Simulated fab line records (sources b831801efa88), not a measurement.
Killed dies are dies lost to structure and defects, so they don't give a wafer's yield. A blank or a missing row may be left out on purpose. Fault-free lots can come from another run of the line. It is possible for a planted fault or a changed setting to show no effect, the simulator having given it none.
Matching of chambers    flow sky130    4 sister chambers for SKY_VIA4_CMP_21 on cmp-02
The step polishes, stops on SiO2, t overpolish 25 s, target thk 0 nm. 8 wafers are shown with their chamber, then 7 later ones without.

WAFERS PAIRED WITH THEIR CHAMBERS
wafer   chamber  time_to_endpoint_s (s)  motor_current_A (A)
L663.6  2        133                     10.7
L665.3  1        118                     9.2
L665.5  3        131                     11.7
L668.1  0        116                     9.9
L668.3  2        129                     10.5
L668.4  1        119                     9.6
L677.2  0        119                     10.4
L677.4  3        129                     12.0

WAFERS WHOSE CHAMBER IS MISSING
wafer   time_to_endpoint_s (s)  motor_current_A (A)
L677.6  133                     10.7
L680.2  130                     11.0
L680.4  128                     11.5
L680.5  117                     10.2
L681.1  132                     11.5
L681.3  118                     9.1
L681.6  127                     11.6

CHAMBER TAKEN BY EACH
wafer   from the rows above      in truth
L677.6  2                        2
L680.2  can't be placed: 2 or 3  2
L680.4  3                        3
L680.5  0                        0
L681.1  can't be placed: 3 or 2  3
L681.3  1                        1
L681.6  3                        3
Placed correctly: 5 of 7. Can't be placed from these rows: 2 (the true chamber is among the candidates in 2). Wrongly placed: 0.
How it was worked out, from the rows above alone: a wafer's distance from a chamber is the root of the sum, over the readings, of the square of ((its reading less the chamber's mean) divided by the reading's scatter). The wafer belongs to the nearest chamber; if the next one is less than 2 further off, it can't be placed. For every chamber, the mean is computed from those of its wafers that are shown. The scatter: the root of (the sum of the squares of (reading less its chamber's mean) over the shown wafers, divided by (wafers less chambers)).
